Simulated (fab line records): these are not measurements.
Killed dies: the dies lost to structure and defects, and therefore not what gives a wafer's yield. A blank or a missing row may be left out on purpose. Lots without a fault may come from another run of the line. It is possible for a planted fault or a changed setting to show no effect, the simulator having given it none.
fab line records	flow sky130
[record] lots = 6	wafers = 18	lastDay = 50
route steps=708 shown SONOS_ONO@176 GATE_OXIDE@187 POLY_GATE@204 PAD_OPEN@708
lots untouched by any fault: they come from a run of this same line in which no faults occurred
startH: start of the lot's first displayed wafer, in hours after the record's first day	waitH: hours since the lot's step before	" the same as in the row above	L1.1+2: one row covering several wafers at once	- either no value or no given start	* or withheld: withheld	< > ~ a bound
route shown NAME@n: NAME is a module with steps in the file, n the number in the route of the first one	usual: mean/standard deviation taken from wafers without a fault	same: alike in all rows	chamber/n: place in a boat	sites: readings site by site	_std_site: the standard deviation of these	_edge_site: the outer-site mean with the inner-site mean subtracted	radiusMm: how far each site lies from the wafer's centre	mask NAME#n: copy n	behind: the last tool/chamber to shape the wafer	hold: the reason the lot was held/the length of the hold in hours/how it ended	device: the n, p or np transistor that did not switch	end of line: the tests these same wafers got at the end of their route	where a step has no rows: the recipe by itself	killed: count of dies lost to structure and defects at first sort (not the wafer's yield)	map: shows each die of a wafer: x if killed, . if not, _ if none is there
set.NAME: the setting the step ran with; set.NAME@STEP: the setting that earlier step ran with	model.NAME: the simulator's own value behind a step, which no gauge read
lots at some steps of the route; a table a step, a row a wafer
services: the hour from which a tool's chamber was out of use, counted from the record's first day as startH (under 0 if before that day), plus the number of hours and why
[[steps]]
[step SKY_SONOS_ONO_COAT_08]
[recipe] resist = NOVOLAK	spinRpm = 3000	resistThkNm = 1140
[step SKY_SONOS_ONO_SOFTBAKE_09]
[recipe] tempC = 90	timeS = 57.51	resist = NOVOLAK
[step SKY_SONOS_ONO_EXPOSE_10]
[recipe] maskId = ONOM	targetCdNm = 410	na = 0.6	sourceShape = conventional	sigmaOuter = 0.6	doseMj = 150
[step SKY_SONOS_ONO_PEB_11]
[recipe] tempC = withheld	timeS = *	resist = NOVOLAK
[step SKY_SONOS_ONO_DEVELOP_12]
[recipe] developTimeS = 60	devTempC = 23
[step SKY_SONOS_ONO_CD_MEAS_13]
[recipe] targetCdNm = 410
[usual] cdNm = 410.5/2.5
lot.wafer	tool	chamber	startH	waitH	cdNm
L157.1	cdSem-02	-	292.68	0.1	413.9
L157.5	"	-	"	"	411.5
L157.6	"	-	"	"	413.6
L159.2	cdSem-02	-	313.71	0.1	411.2
L159.3	"	-	"	"	407.8
L159.4	"	-	"	"	411.9
L166.1	cdSem-02	-	372.79	0.1	409.4
L166.4	"	-	"	"	407.7
L166.6	"	-	"	"	408.3
L167.2	cdSem-02	-	377.71	0.1	410.2
L167.3	"	-	"	"	410.4
L167.4	"	-	"	"	407.6
L173.1	cdSem-01	-	458.33	0.1	413.0
L173.4	"	-	"	"	414.5
L173.5	"	-	"	"	411.0
L175.1	cdSem-01	-	466.83	0.1	413.1
L175.4	"	-	"	"	412.8
L175.6	"	-	"	"	414.0
[step SKY_SONOS_ONO_OVL_MEAS_14]
[usual] SONOS_ONO_OVL = -0.5/1.4
lot.wafer	tool	chamber	startH	waitH	SONOS_ONO_OVL[nm]
L157.1	overlay-01	-	292.80	0.1	2.3
L157.5	"	-	"	"	2.6
L157.6	"	-	"	"	3.1
L159.2	overlay-02	-	313.82	0.1	0.1
L159.3	"	-	"	"	-0.5
L159.4	"	-	"	"	-0.6
L166.1	overlay-02	-	372.91	0.1	0.0
L166.4	"	-	"	"	-1.9
L166.6	"	-	"	"	-0.8
L167.2	overlay-02	-	377.81	0.1	-3.8
L167.3	"	-	"	"	0.7
L167.4	"	-	"	"	0.4
L173.1	overlay-02	-	458.45	0.1	-2.1
L173.4	"	-	"	"	-2.6
L173.5	"	-	"	"	-1.8
L175.1	overlay-02	-	466.95	0.1	-1.3
L175.4	"	-	"	"	-1.8
L175.6	"	-	"	"	-2.2
[step SKY_SONOS_ONO_ETCH_15]
[recipe] targetDepthNm = 19.52	chemistry = CHF3/O2	sourceW = 600	biasW = 200	pressureMtorr = 40	chf3FlowSccm = 50	O2_flow_sccm = 5	timeS = 7.8
[usual] drypumpMotorCurrentA = 5.8/0.32	oesProductAu = 1.001/0.0091	throttleValvePct = 8.825/0.0095
lot.wafer	tool	chamber	startH	waitH	drypumpMotorCurrentA	oesProductAu	rfHoursCounterH	throttleValvePct
L157.1	rieDiel-02	3	292.84	0.0	6.2	1.001	8	8.821
L157.5	"	2	"	"	5.7	0.997	-	8.829
L157.6	"	0	"	"	6.0	1.005	-	8.809
L159.2	rieDiel-03	1	313.85	0.0	5.8	0.995	87	8.813
L159.3	"	2	"	"	6.5	0.987	58	8.805
L159.4	"	3	"	"	5.7	0.996	5	8.804
L166.1	rieDiel-04	1	372.94	0.0	5.4	1.018	86	8.833
L166.4	"	0	"	"	6.2	1.006	9	8.823
L166.6	"	2	"	"	5.5	0.998	-	8.840
L167.2	rieDiel-04	1	377.84	0.0	5.5	1.010	86	8.831
L167.3	"	2	"	"	5.5	1.006	63	8.825
L167.4	"	3	"	"	5.4	0.986	9	8.818
L173.1	rieDiel-03	1	458.49	0.0	5.8	0.985	91	8.813
L173.4	"	3	"	"	5.6	1.002	8	8.828
L173.5	"	1	"	"	5.8	0.987	-	8.819
L175.1	rieDiel-03	3	466.99	0.0	5.6	0.998	8	8.829
L175.4	"	1	"	"	5.8	1.010	91	8.824
L175.6	"	0	"	"	5.7	1.008	-	8.834
[step SKY_SONOS_ONO_WET_ETCH_16]
[recipe] chemistry = dHF	targetDepthNm = 14	dry = n2Spin	target = SiO2	dilution = 100:1	tempC = 25	timeS = 280
[step SKY_SONOS_ONO_STRIP_17]
[recipe] chemistry = O2/N2	powerW = 1400	pressureMtorr = 1500	platenTempC = withheld	o2FlowSccm = 3000	n2FlowSccm = 300	overashFraction = 0.5
[usual] drypumpMotorCurrentA = 5.8/0.35	oesProductAu = 0.710/0.0046	stripTimeToEndpointS = 14.12/0.041
lot.wafer	tool	chamber	startH	waitH	drypumpMotorCurrentA	oesProductAu	rfHoursCounterH	stripTimeToEndpointS
L157.1	plasmaAsher-01	0	292.96	0.0	5.8	0.705	64	14.17
L157.5	"	1	"	"	6.6	0.707	-	14.13
L157.6	"	0	"	"	5.7	0.726	-	14.16
L159.2	plasmaAsher-01	1	313.95	0.0	6.6	0.713	66	14.09
L159.3	"	1	"	"	6.6	0.704	-	14.12
L159.4	"	0	"	"	5.7	0.711	-	14.14
L166.1	plasmaAsher-04	1	373.06	0.0	6.1	0.710	56	14.12
L166.4	"	0	"	"	5.8	0.705	-	14.10
L166.6	"	1	"	"	6.1	0.714	-	14.13
L167.2	plasmaAsher-01	1	377.95	0.0	6.5	0.711	71	14.13
L167.3	"	1	"	"	6.6	0.711	-	14.17
L167.4	"	0	"	"	5.7	0.713	-	14.13
L173.1	plasmaAsher-04	1	458.61	0.0	6.1	0.707	66	14.18
L173.4	"	0	"	"	5.7	0.705	-	14.16
L173.5	"	1	"	"	6.1	0.705	-	14.17
L175.1	plasmaAsher-03	1	467.10	0.0	5.7	0.712	4	14.12
L175.4	"	0	"	"	5.3	0.712	-	14.11
L175.6	"	0	"	"	5.3	0.705	-	14.11
[step SKY_SONOS_ONO_WET_ETCH_18]
[recipe] chemistry = H3PO4	targetDepthNm = 15	target = Si3N4	tempC = 160	timeS = 172
[step SKY_GATE_OXIDE_CLEAN_00]
[recipe] chemistry = SC1/SC2	mix = 1:4:20	tempC = 70	timeS = 150	dry = n2Spin
[step SKY_GATE_OXIDE_OXIDATION_01]
[recipe] tempC = 900	ambient = O2	stabiliseS = 600	purgeS = 300	targetThkA = 102.68	oxTimeS = 1473
[usual] oxTempCMax = 904.3/1	spikeTcBottomC = 912/3.2	spikeTcLowerC = 901.7/1.2
lot.wafer	tool	chamber	startH	waitH	oxTempCMax	spikeTcBottomC	spikeTcLowerC	model.SiO2_of_GATE_OXIDE_OXIDATION_01.thkNm
L157.1	furnace-01	0	293.82	0.7	903.6	914	900.7	10.01
L157.5	"	0	"	"	904.0	916	900.3	10.11
L157.6	"	0	"	"	903.0	912	902.1	10.24
L159.2	furnace-01	0	314.16	0.0	903.5	914	900.9	10.07
L159.3	"	0	"	"	904.0	913	901.7	10.12
L159.4	"	0	"	"	903.4	914	899.0	9.957
L166.1	furnace-01	0	373.27	0.0	903.7	916	900.5	11.72
L166.4	"	0	"	"	903.5	915	902.9	11.69
L166.6	"	0	"	"	906.1	915	900.2	11.83
L167.2	furnace-01	0	378.16	0.0	902.5	914	901.4	11.23
L167.3	"	0	"	"	904.3	914	901.8	11.27
L167.4	"	0	"	"	904.2	915	903.0	11.26
L173.1	furnace-01	0	458.88	0.1	903.9	912	901.2	10.03
L173.4	"	0	"	"	903.8	915	901.8	9.851
L173.5	"	0	"	"	903.7	914	899.2	10.13
L175.1	furnace-01	0	467.31	0.0	903.5	915	902.0	10.22
L175.4	"	0	"	"	904.1	916	902.9	10.32
L175.6	"	0	"	"	903.5	915	900.7	10.16
[step SKY_GATE_OXIDE_THK_MEAS_02]
[recipe] reads = SiO2_of_GATE_OXIDE_OXIDATION_01
[usual] GATE_OXIDE_OXIDATION_00_THK = 10.18/0.22
lot.wafer	tool	chamber	startH	waitH	hold	GATE_OXIDE_OXIDATION_00_THK[nm]
L157.1	filmMetro-03	-	295.23	0.0	-	10.03
L157.5	"	-	"	"	-	10.12
L157.6	"	-	"	"	-	10.27
L159.2	filmMetro-03	-	315.58	0.0	-	10.06
L159.3	"	-	"	"	-	10.09
L159.4	"	-	"	"	-	9.97
L166.1	filmMetro-04	-	374.68	0.0	awaitDispo/0.2h/release	11.75
L166.4	"	-	"	"	awaitDispo/0.2h/release	11.68
L166.6	"	-	"	"	awaitDispo/0.2h/release	11.82
L166.1	filmMetro-04	-	374.91	0.2	-	11.72
L166.4	"	-	"	"	-	11.71
L166.6	"	-	"	"	-	11.85
L167.2	filmMetro-03	-	379.58	0.0	awaitDispo/0.2h/release	11.27
L167.3	"	-	"	"	awaitDispo/0.2h/release	11.29
L167.4	"	-	"	"	awaitDispo/0.2h/release	11.27
L167.2	filmMetro-03	-	379.81	0.2	-	11.25
L167.3	"	-	"	"	-	11.22
L167.4	"	-	"	"	-	11.28
L173.1	filmMetro-01	-	460.28	0.0	-	10.00
L173.4	"	-	"	"	-	9.84
L173.5	"	-	"	"	-	10.14
L175.1	filmMetro-03	-	468.72	0.0	-	10.23
L175.4	"	-	"	"	-	10.32
L175.6	"	-	"	"	-	10.08
[step SKY_GATE_OXIDE_HMDS_04]
[recipe] primeTimeS = 60	primeTempC = 120
[step SKY_GATE_OXIDE_COAT_05]
[recipe] resist = NOVOLAK	spinRpm = 3000	resistThkNm = 1140
[step SKY_GATE_OXIDE_SOFTBAKE_06]
[recipe] tempC = 90	timeS = 60	resist = NOVOLAK
[step SKY_GATE_OXIDE_EXPOSE_07]
[recipe] maskId = LVOM	na = 0.6	sourceShape = conventional	sigmaOuter = 0.6	polarization = unpolarized	targetCdNm = 600	doseMj = 170
[step SKY_GATE_OXIDE_PEB_08]
[recipe] tempC = withheld	timeS = *	resist = NOVOLAK
[step SKY_GATE_OXIDE_DEVELOP_09]
[recipe] resist = NOVOLAK	developer = TMAH	developTimeS = 57.87	devTempC = 23
[step SKY_GATE_OXIDE_OVL_MEAS_10]
[usual] GATE_OXIDE_OVL = -0.4/1.3
lot.wafer	tool	chamber	startH	waitH	GATE_OXIDE_OVL[nm]
L157.1	overlay-01	-	321.04	0.1	0.7
L157.5	"	-	"	"	1.4
L157.6	"	-	"	"	0.0
L159.2	overlay-02	-	342.64	0.1	1.9
L159.3	"	-	"	"	-0.4
L159.4	"	-	"	"	0.9
L166.1	overlay-02	-	403.72	0.1	-3.7
L166.4	"	-	"	"	-3.0
L166.6	"	-	"	"	-1.7
L167.2	overlay-02	-	408.09	0.1	-1.8
L167.3	"	-	"	"	-1.7
L167.4	"	-	"	"	-2.4
L173.1	overlay-01	-	490.18	0.1	-1.4
L173.4	"	-	"	"	0.0
L173.5	"	-	"	"	-1.3
L175.1	overlay-01	-	498.33	0.1	0.8
L175.4	"	-	"	"	0.5
L175.6	"	-	"	"	0.4
[step SKY_GATE_OXIDE_IMPLANT_11]
[recipe] species = B	energyKev = 10	doseCm2 = 2.6e+12	tiltDeg = withheld
[step SKY_GATE_OXIDE_WET_ETCH_12]
[recipe] chemistry = dHF	targetDepthNm = 16.8	dry = n2Spin	target = SiO2	dilution = 100:1	tempC = 25	timeS = 336
[step SKY_GATE_OXIDE_STRIP_13]
[recipe] chemistry = O2/N2	powerW = 1400	pressureMtorr = 1500	platenTempC = withheld	o2FlowSccm = 3000	n2FlowSccm = 300	overashFraction = 0.5
[usual] drypumpMotorCurrentA = 5.65/0.28	oesProductAu = 0.715/0.0044	stripTimeToEndpointS = 14.18/0.04
lot.wafer	tool	chamber	startH	waitH	drypumpMotorCurrentA	oesProductAu	rfHoursCounterH	stripTimeToEndpointS
L157.1	plasmaAsher-03	1	321.33	0.0	5.74	0.718	68	14.21
L157.5	"	0	"	"	5.32	0.713	-	14.24
L157.6	"	1	"	"	5.75	0.716	-	14.22
L159.2	plasmaAsher-02	1	342.92	0.0	5.60	0.716	17	14.18
L159.3	"	0	"	"	5.33	0.713	-	14.17
L159.4	"	1	"	"	5.59	0.714	-	14.24
L166.1	plasmaAsher-02	0	404.01	0.0	5.25	0.717	23	14.15
L166.4	"	1	"	"	5.61	0.704	-	14.09
L166.6	"	1	"	"	5.64	0.717	-	14.10
L167.2	plasmaAsher-02	0	408.37	0.0	5.25	0.720	24	14.13
L167.3	"	0	"	"	5.28	0.715	-	14.13
L167.4	"	1	"	"	5.62	0.719	-	14.12
L173.1	plasmaAsher-02	0	490.47	0.0	5.30	0.710	33	14.16
L173.4	"	0	"	"	5.29	0.717	-	14.20
L173.5	"	1	"	"	5.61	0.710	-	14.16
L175.1	plasmaAsher-04	0	498.62	0.0	5.71	0.716	70	14.27
L175.4	"	0	"	"	5.72	0.710	-	14.20
L175.6	"	0	"	"	5.75	0.709	-	14.21
[step SKY_GATE_OXIDE_TW_MEAS_14]
[usual] GATE_OXIDE_TW = 224.8/1
lot.wafer	tool	chamber	startH	waitH	hold	GATE_OXIDE_TW
L157.1	filmMetro-03	-	321.43	0.1	-	224.1
L157.5	"	-	"	"	-	223.6
L157.6	"	-	"	"	-	224.0
L159.2	filmMetro-03	-	343.03	0.1	-	224.2
L159.3	"	-	"	"	-	224.2
L159.4	"	-	"	"	-	226.4
L166.1	filmMetro-01	-	404.11	0.1	awaitDispo/0.2h/release	223.1
L166.4	"	-	"	"	awaitDispo/0.2h/release	223.8
L166.6	"	-	"	"	awaitDispo/0.2h/release	224.2
L166.1	filmMetro-01	-	404.34	0.2	-	224.4
L166.4	"	-	"	"	-	224.2
L166.6	"	-	"	"	-	223.2
L167.2	filmMetro-04	-	408.48	0.1	awaitDispo/0.2h/release	225.1
L167.3	"	-	"	"	awaitDispo/0.2h/release	226.7
L167.4	"	-	"	"	awaitDispo/0.2h/release	226.6
L167.2	filmMetro-04	-	408.71	0.2	-	226.7
L167.3	"	-	"	"	-	227.2
L167.4	"	-	"	"	-	227.6
L173.1	filmMetro-04	-	490.57	0.1	-	224.1
L173.4	"	-	"	"	-	226.5
L173.5	"	-	"	"	-	225.0
L175.1	filmMetro-04	-	498.72	0.1	-	224.3
L175.4	"	-	"	"	-	226.3
L175.6	"	-	"	"	-	224.4
[step SKY_GATE_OXIDE_OXIDATION_16]
[recipe] tempC = 800	ambient = O2	idleTempC = 700	rampUpCPerMin = 10	rampDownCPerMin = 3	stabiliseS = 600	purgeS = 300	targetThkA = 35.7	oxTimeS = 1915
[usual] oxTempCMax = 804.2/1.3	spikeTcBottomC = 812/3.2	spikeTcLowerC = 801.9/1.2
lot.wafer	tool	chamber	startH	waitH	oxTempCMax	spikeTcBottomC	spikeTcLowerC	model.SiO2_of_GATE_OXIDE_OXIDATION_01.thkNm
L157.1	furnace-01	0	322.81	1.2	802.9	816	799.3	11.39
L157.5	"	0	"	"	802.7	815	801.4	11.45
L157.6	"	0	"	"	803.1	817	801.3	11.59
L159.2	furnace-01	0	344.20	1.1	804.7	816	800.2	11.39
L159.3	"	0	"	"	803.9	816	800.0	11.42
L159.4	"	0	"	"	803.6	816	800.2	11.26
L166.1	furnace-01	0	408.96	0.0	803.5	816	802.2	12.97
L166.4	"	0	"	"	804.1	817	800.7	12.93
L166.6	"	0	"	"	802.6	816	801.1	13.07
L167.2	furnace-02	0	414.64	0.0	805.9	810	803.6	12.53
L167.3	"	0	"	"	806.2	811	801.8	12.57
L167.4	"	0	"	"	805.3	810	803.9	12.55
L173.1	furnace-02	0	490.68	0.0	807.2	810	801.0	11.41
L173.4	"	0	"	"	804.1	811	802.8	11.25
L173.5	"	0	"	"	804.3	808	802.4	11.54
L175.1	furnace-02	0	498.84	0.0	805.0	809	803.5	11.53
L175.4	"	0	"	"	805.0	809	802.4	11.62
L175.6	"	0	"	"	806.4	809	802.5	11.46
[step SKY_POLY_GATE_CVD_00]
[recipe] material = poly-Si	targetThkNm = 180	tempC = 620	timeS = 720	pressureMtorr = 200
[step SKY_PAD_OPEN_PROBE_99]
[usual] killed_at_M0_to_M3 = 43/6.9	killed_at_M4_up = 3.1/1.9	killedAtContacts = 24/5.4	killedAtFrontEnd = 14/4.3	killedAtOther = 0.3/0.53	killedDies = 84/9.5	killedOpen = 46/6.8	killedShort = 38/6
[same] grossDies = 492	killedAtBackSide = 0
lot.wafer	tool	chamber	startH	waitH	killed_at_M0_to_M3	killed_at_M4_up	killedAtContacts	killedAtFrontEnd	killedAtOther	killedDies	killedOpen	killedShort	model.etest.nfet_16v.rOnOhmUm	model.etest.tipSonos.rsOhmSq	model.etest.pfetG5v0d10v5.rOnOhmUm	model.etest.nfetG5v0d10v5.rOnOhmUm	model.etest.nfetG5v0d10v5.driveUaUm	model.etest.nfet_05v0_nvt.driveUaUm	model.etest.pfetG5v0d10v5.driveUaUm	model.etest.nfet_16v.driveUaUm
L157.1	prober-02	-	1086.17	0.1	39	5	28	15	0	87	49	38	1.386e+04	2480	4716	1887	609.4	580.2	348.4	226.2
L157.5	prober-02	-	1086.37	0.2	41	4	18	11	1	75	44	31	1.388e+04	2477	4669	1866	610.6	579.6	346.7	225.7
L157.6	prober-02	-	1086.42	0.2	55	4	16	11	0	86	47	38	1.414e+04	2535	4780	1892	601	566.5	338.8	220.9
L159.2	prober-01	-	1099.35	0.1	46	4	31	18	0	99	50	48	1.403e+04	2616	4788	1872	611.1	588.2	339.8	224.9
L159.3	prober-01	-	1099.40	0.2	35	0	21	15	1	72	43	29	1.392e+04	2587	4790	1885	615	582.9	337.1	225.7
L159.4	prober-01	-	1099.45	0.2	46	2	19	11	0	78	50	28	1.389e+04	2550	4719	1860	621.7	588.6	342.4	227.8
L166.1	prober-01	-	1140.81	0.1	41	2	26	18	0	87	53	34	1.465e+04	2940	4956	2012	538.4	513.9	319	195.9
L166.4	prober-01	-	1140.96	0.2	49	1	17	15	0	82	44	38	1.472e+04	2933	5077	2036	540	518.6	313.7	196.6
L166.6	prober-01	-	1141.06	0.2	47	3	24	13	0	87	44	43	1.48e+04	2964	4980	2001	532.1	516.3	319.6	194.3
L167.2	prober-02	-	1143.81	0.1	44	11	22	11	0	88	46	41	1.438e+04	2865	4999	1971	555.6	536	319.4	205.7
L167.3	prober-02	-	1143.86	0.2	45	2	25	15	0	87	51	34	1.448e+04	2853	5054	1999	553.2	531.8	315.4	203.8
L167.4	prober-02	-	1143.91	0.2	44	2	19	18	0	83	46	36	1.432e+04	2850	4995	1976	553.2	533.6	315.1	204.7
L173.1	prober-02	-	1193.74	0.1	44	2	19	8	0	73	40	32	1.392e+04	2629	4790	1862	612.5	582.1	340.2	225.7
L173.4	prober-02	-	1193.89	0.2	37	5	19	11	0	72	39	32	1.406e+04	2657	4717	1860	622.5	587	341.6	229.1
L173.5	prober-02	-	1193.94	0.2	40	2	16	20	0	78	39	38	1.414e+04	2693	4783	1899	603.1	571.9	337.2	221.7
L175.1	prober-01	-	1197.91	0.1	44	2	30	10	1	87	51	36	1.395e+04	2591	4751	1867	606.2	572	341.5	224.5
L175.4	prober-01	-	1198.06	0.2	45	7	29	4	1	86	55	30	1.395e+04	2627	4784	1864	604.1	569.9	341.3	222.2
L175.6	prober-01	-	1198.16	0.2	41	2	15	10	2	70	34	34	1.397e+04	2594	4711	1874	612.7	580.7	346.7	227
// killed by level:class
L157.1 VIA1:geometricParticle:open=12 LI_CONTACT:geometricParticle:open=9 CONTACT:geometricParticle:open=6 VIA3:geometricParticle:open=6 FIELD_ISO:geometricParticle:open=5 LOCAL_INTERCONNECT:geometricParticle:short=5 CONTACT:geometricParticle:short=5 METAL1:geometricParticle:short=5
L157.5 VIA1:geometricParticle:open=9 VIA2:geometricParticle:open=8 VIA3:geometricParticle:open=8 LI_CONTACT:geometricParticle:open=6 CONTACT:geometricParticle:open=5 FIELD_ISO:geometricParticle:short=3 FIELD_ISO:geometricParticle:open=3 POLY_GATE:geometricParticle:short=3
L157.6 VIA1:geometricParticle:open=9 VIA2:geometricParticle:open=9 VIA3:geometricParticle:open=8 VIA3:geometricParticle:short=8 LI_CONTACT:geometricParticle:open=6 METAL1:geometricParticle:short=5 METAL2:geometricParticle:short=5 CONTACT:geometricParticle:open=4
L159.2 VIA1:geometricParticle:open=12 LI_CONTACT:geometricParticle:open=8 LOCAL_INTERCONNECT:geometricParticle:short=7 CONTACT:geometricParticle:short=7 CONTACT:geometricParticle:open=7 METAL2:geometricParticle:short=7 METAL1:geometricParticle:short=5 VIA3:geometricParticle:open=5
L159.3 VIA1:geometricParticle:open=9 LI_CONTACT:geometricParticle:open=7 CONTACT:geometricParticle:open=7 VIA3:geometricParticle:open=6 LOCAL_INTERCONNECT:geometricParticle:short=5 METAL2:geometricParticle:short=5 POLY_GATE:geometricParticle:open=4 POLY_GATE:geometricParticle:short=3
L159.4 VIA1:geometricParticle:open=11 VIA2:geometricParticle:open=11 CONTACT:geometricParticle:open=7 METAL1:geometricParticle:short=7 LI_CONTACT:geometricParticle:open=6 VIA3:geometricParticle:open=5 FIELD_ISO:geometricParticle:short=3 FIELD_ISO:geometricParticle:open=3
L166.1 VIA1:geometricParticle:open=17 CONTACT:geometricParticle:open=13 FIELD_ISO:geometricParticle:short=5 LI_CONTACT:geometricParticle:open=5 VIA1:geometricParticle:short=5 VIA3:geometricParticle:open=5 FIELD_ISO:geometricParticle:open=4 LOCAL_INTERCONNECT:geometricParticle:short=4
L166.4 VIA1:geometricParticle:open=15 METAL2:geometricParticle:short=8 CONTACT:geometricParticle:open=7 CONTACT:geometricParticle:short=5 VIA2:geometricParticle:open=5 VIA2:geometricParticle:short=5 VIA3:geometricParticle:open=4 VIA3:geometricParticle:short=4
L166.6 VIA1:geometricParticle:open=12 LI_CONTACT:geometricParticle:open=11 METAL1:geometricParticle:short=8 VIA2:geometricParticle:open=7 POLY_GATE:geometricParticle:short=5 VIA2:geometricParticle:short=5 CONTACT:geometricParticle:short=4 VIA1:geometricParticle:short=4
L167.2 VIA1:geometricParticle:open=13 METAL4:geometricParticle:short=8 CONTACT:geometricParticle:open=7 METAL2:geometricParticle:short=7 VIA2:geometricParticle:open=6 LI_CONTACT:geometricParticle:open=5 VIA3:geometricParticle:open=4 METAL3:geometricParticle:short=4
L167.3 VIA1:geometricParticle:open=14 CONTACT:geometricParticle:open=13 CONTACT:geometricParticle:short=7 VIA1:geometricParticle:short=7 VIA3:geometricParticle:open=6 METAL2:geometricParticle:short=6 VIA2:geometricParticle:open=5 POLY_GATE:geometricParticle:open=4
L167.4 VIA1:geometricParticle:open=14 CONTACT:geometricParticle:open=10 FIELD_ISO:geometricParticle:short=5 VIA1:geometricParticle:short=5 METAL2:geometricParticle:short=5 VIA3:geometricParticle:open=5 FIELD_ISO:geometricParticle:open=4 LI_CONTACT:geometricParticle:open=4
L173.1 VIA1:geometricParticle:open=9 CONTACT:geometricParticle:open=7 VIA2:geometricParticle:open=6 METAL3:geometricParticle:short=5 LI_CONTACT:geometricParticle:open=5 METAL1:geometricParticle:short=4 VIA2:geometricParticle:short=4 CONTACT:geometricParticle:short=3
L173.4 CONTACT:geometricParticle:open=6 VIA1:geometricParticle:open=6 VIA3:geometricParticle:open=6 METAL2:geometricParticle:short=5 LI_CONTACT:geometricParticle:open=5 POLY_GATE:geometricParticle:open=4 METAL1:geometricParticle:short=4 VIA1:geometricParticle:short=4
L173.5 VIA1:geometricParticle:open=8 CONTACT:geometricParticle:open=6 METAL1:geometricParticle:short=6 VIA3:geometricParticle:short=6 FIELD_ISO:geometricParticle:open=5 FIELD_ISO:geometricParticle:short=4 LI_CONTACT:geometricParticle:open=4 VIA2:geometricParticle:short=4
L175.1 VIA1:geometricParticle:open=17 CONTACT:geometricParticle:open=11 LI_CONTACT:geometricParticle:open=10 LI_CONTACT:geometricParticle:short=4 VIA1:geometricParticle:short=4 METAL2:geometricParticle:short=4 VIA2:geometricParticle:open=4 FIELD_ISO:geometricParticle:short=3
L175.4 CONTACT:geometricParticle:open=11 LI_CONTACT:geometricParticle:open=9 VIA1:geometricParticle:open=9 VIA2:geometricParticle:open=8 VIA3:geometricParticle:open=6 CONTACT:geometricParticle:short=5 VIA1:geometricParticle:short=5 METAL4:geometricParticle:open=5
L175.6 VIA1:geometricParticle:open=11 METAL2:geometricParticle:short=11 CONTACT:geometricParticle:open=5 LOCAL_INTERCONNECT:geometricParticle:short=4 VIA3:geometricParticle:open=4 METAL1:geometricParticle:short=4 VIA2:geometricParticle:open=4 FIELD_ISO:geometricParticle:short=3
[[services]]
tool	chamber	startH	hours	kind
rieDiel-04	-	270.81	37.8	repair
rieDiel-04	2	273.96	5.7	repair
plasmaAsher-02	-	274.06	2.7	repair
rieDiel-04	0	274.08	5.6	repair
rieDiel-04	1	284.66	15.2	repair
rieDiel-03	3	288.29	3.5	repair
furnace-02	-	288.66	3.5	pm
rieDiel-04	1	310.73	2.6	repair
rieDiel-03	0	318.26	10.7	repair
rieDiel-03	2	324.32	6.4	repair
furnace-01	-	327.61	3.9	pm
furnace-02	-	334.59	5.2	pm
rieDiel-03	3	341.65	11.4	repair
rieDiel-03	2	345.92	3.9	repair
plasmaAsher-01	-	355.25	16.6	repair
furnace-02	-	364.56	3.8	pm
plasmaAsher-01	-	366.61	1.0	repair
plasmaAsher-02	-	396.26	3.2	repair
plasmaAsher-02	-	398.78	2.9	repair
furnace-01	-	426.89	4.2	pm
furnace-01	-	434.03	3.1	pm
plasmaAsher-01	-	435.12	40.8	repair
plasmaAsher-02	-	462.74	0.7	repair
plasmaAsher-04	-	467.00	0.3	repair
[[key]]
[firstSign] step = SKY_GATE_OXIDE_THK_MEAS_02	reading = visit	direction = added
[effect] step = SKY_GATE_OXIDE_THK_MEAS_02	reading = GATE_OXIDE_OXIDATION_00_THK	direction = up	sigmas = 6.1	usual = 10.18	struck = 11.51
[effect] step = SKY_GATE_OXIDE_TW_MEAS_14	reading = visit	direction = added
[modelEffect] step = SKY_GATE_OXIDE_OXIDATION_01	value = SiO2_of_GATE_OXIDE_OXIDATION_01.thkNm	without = 10.11	struck = 11.5
[modelEffect] step = SKY_GATE_OXIDE_OXIDATION_16	value = SiO2_of_GATE_OXIDE_OXIDATION_01.thkNm	without = 11.48	struck = 12.77
[modelEffect] step = SKY_PAD_OPEN_PROBE_99	value = etest.nfet_16v.rOnOhmUm	without = 1.386e+04	struck = 1.456e+04
metAt SKY_GATE_OXIDE_OXIDATION_01
struckWafers L166.1,L166.4,L166.6,L167.2,L167.3,L167.4
testerLeftOut L166,L167
onsetBetween 314.16 373.27
alsoFits SKY_SONOS_ONO_ETCH_15:rieDiel-04
[fault] kind = processParameterDrift	tool = furnace-01	chamber = -	onsetH = 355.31	steps = SKY_GATE_OXIDE_OXIDATION_01	channel = oxTimeS	offset = *	shape = step	endH = 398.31	actsIn = *	stated = *
// testerLeftOut: of these lots the tester's yield and bins aren't shown, on N5 and GAA mostly nor the transistor test; their killed dies are dies lost to structure and defects alone, not to doping, threshold or leakage, so they don't give the yield
